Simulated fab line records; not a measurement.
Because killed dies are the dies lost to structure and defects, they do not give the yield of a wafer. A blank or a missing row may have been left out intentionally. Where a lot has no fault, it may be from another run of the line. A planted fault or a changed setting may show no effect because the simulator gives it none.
The tool behind it: which one? | flow gf180mcu | 39 wafers from 13 lots sampled at 3 of the route's 602 steps

== WHAT THE GAUGES READ, wafer by wafer ==
GF_MIM_RS_MEAS_10: uses a four-point probe to measure.
lot  | measured     | on            | MIM_ALCU_RS (ohm/sq)
L961 | day 25 01:44 | film_metro-02 | 0.1592 0.1620 0.1606
L962 | day 25 17:53 | film_metro-02 | 0.1618 0.1605 0.1590
L963 | day 25 18:22 | film_metro-03 | 0.1616 0.1635 0.1616
L964 | day 26 10:35 | film_metro-03 | 0.1645 0.1620 0.1632
L968 | day 27 11:19 | film_metro-02 | 0.1617 0.1624 0.1598
L969 | day 27 13:11 | film_metro-02 | 0.1597 0.1592 0.1613
L970 | day 27 18:23 | film_metro-03 | 0.1623 0.1623 0.1626
L973 | day 28 15:46 | film_metro-01 | 0.1609 0.1601 0.1608
L975 | day 29 06:27 | film_metro-02 | 0.1577 0.1603 0.1613
L976 | day 29 14:34 | film_metro-01 | 0.1597 0.1619 0.1600
L978 | day 30 00:19 | film_metro-03 | 0.1581 0.1608 0.1575
L980 | day 30 07:19 | film_metro-03 | 0.1608 0.1583 0.1589
L979 | day 30 08:01 | film_metro-03 | 0.1613 0.1614 0.1610

== EACH LOT AND THE TOOL THAT RAN IT (in order: tool; ch and the chambers of the sampled wafers; start) ==
lot  | GF_MIM_SPUTTER_04            | GF_MIM_CVD_05
L961 | pvd_sputter-04, day 25 01:29 | pecvd-01 ch 0,1,2, day 25 01:32
L962 | pvd_sputter-03, day 25 17:39 | pecvd-02 ch 0,2, day 25 17:41
L963 | pvd_sputter-04, day 25 18:08 | pecvd-02 ch 0,1,2, day 25 18:10
L964 | pvd_sputter-01, day 26 10:21 | pecvd-02 ch 0,1,2, day 26 10:23
L968 | pvd_sputter-04, day 27 11:03 | pecvd-02 ch 0,2, day 27 11:05
L969 | pvd_sputter-04, day 27 12:57 | pecvd-04 ch 1,2, day 27 12:59
L970 | pvd_sputter-03, day 27 18:09 | pecvd-01 ch 0,2, day 27 18:11
L973 | pvd_sputter-01, day 28 15:29 | pecvd-02 ch 1,2, day 28 15:32
L975 | pvd_sputter-04, day 29 06:13 | pecvd-02 ch 0,1,2, day 29 06:16
L976 | pvd_sputter-01, day 29 14:18 | pecvd-01 ch 0,1,2, day 29 14:20
L978 | pvd_sputter-04, day 30 00:04 | pecvd-04 ch 0,1, day 30 00:07
L980 | pvd_sputter-04, day 30 07:04 | pecvd-04 ch 0,2, day 30 07:07
L979 | pvd_sputter-01, day 30 07:43 | pecvd-01 ch 0,2, day 30 07:46
- GF_MIM_SPUTTER_04: material TiN, target thk 50 nm, time 41.7 s.
- GF_MIM_CVD_05: deposits Si3N4, target thk 42 nm, time 29.086 s.

== AS READ BY THE TOOLS THEMSELVES (means over the sampled wafers that have a number; for cases with no such wafer, the mark the record gives instead) ==
GF_MIM_SPUTTER_04.
lot  | tool           | throttle_valve_pct (%)
L961 | pvd_sputter-04 | 30.3
L962 | pvd_sputter-03 | 30.7
L963 | pvd_sputter-04 | 30.4
L964 | pvd_sputter-01 | 29.3
L968 | pvd_sputter-04 | 30.0
L969 | pvd_sputter-04 | 30.4
L970 | pvd_sputter-03 | 30.8
L973 | pvd_sputter-01 | 29.6
L975 | pvd_sputter-04 | 30.4
L976 | pvd_sputter-01 | 29.1
L978 | pvd_sputter-04 | 30.3
L980 | pvd_sputter-04 | 30.2
L979 | pvd_sputter-01 | 29.4

GF_MIM_CVD_05.
lot  | tool     | heater_power_w (W)
L961 | pecvd-01 | 724
L962 | pecvd-02 | 604
L963 | pecvd-02 | 734
L964 | pecvd-02 | 748
L968 | pecvd-02 | 617
L969 | pecvd-04 | 703
L970 | pecvd-01 | 703
L973 | pecvd-02 | 746
L975 | pecvd-02 | 718
L976 | pecvd-01 | 688
L978 | pecvd-04 | 646
L980 | pecvd-04 | 638
L979 | pecvd-01 | 770

== THE ANSWER, worked out from the rows above alone ==
Rule: the usual values come from the lots themselves. Put in order of their means at a reading, lots are off if they are a third of the lots or fewer, leave a main group of 4 or more, and stand apart from it by a gap of 3 or more times the standard deviation of the main group's means; of several such gaps the widest counts. The tables above print the reading to a certain number of digits; a main group whose means all agree to those digits is not used. A lot without any number at a reading at which 4 lots or more have one is off too. All remaining lots with rows at the step are treated as sound. Order of review: gauges by route order, followed by the tools' own readings, for which a lot's mean as printed above is used. At the first step where some lot is off, the reading lying furthest off is the one used; lots without a number count as furthest.
None of the lots is off at any reading shown; this tells nothing.

== WHAT THE SIMULATOR PUT IN ==
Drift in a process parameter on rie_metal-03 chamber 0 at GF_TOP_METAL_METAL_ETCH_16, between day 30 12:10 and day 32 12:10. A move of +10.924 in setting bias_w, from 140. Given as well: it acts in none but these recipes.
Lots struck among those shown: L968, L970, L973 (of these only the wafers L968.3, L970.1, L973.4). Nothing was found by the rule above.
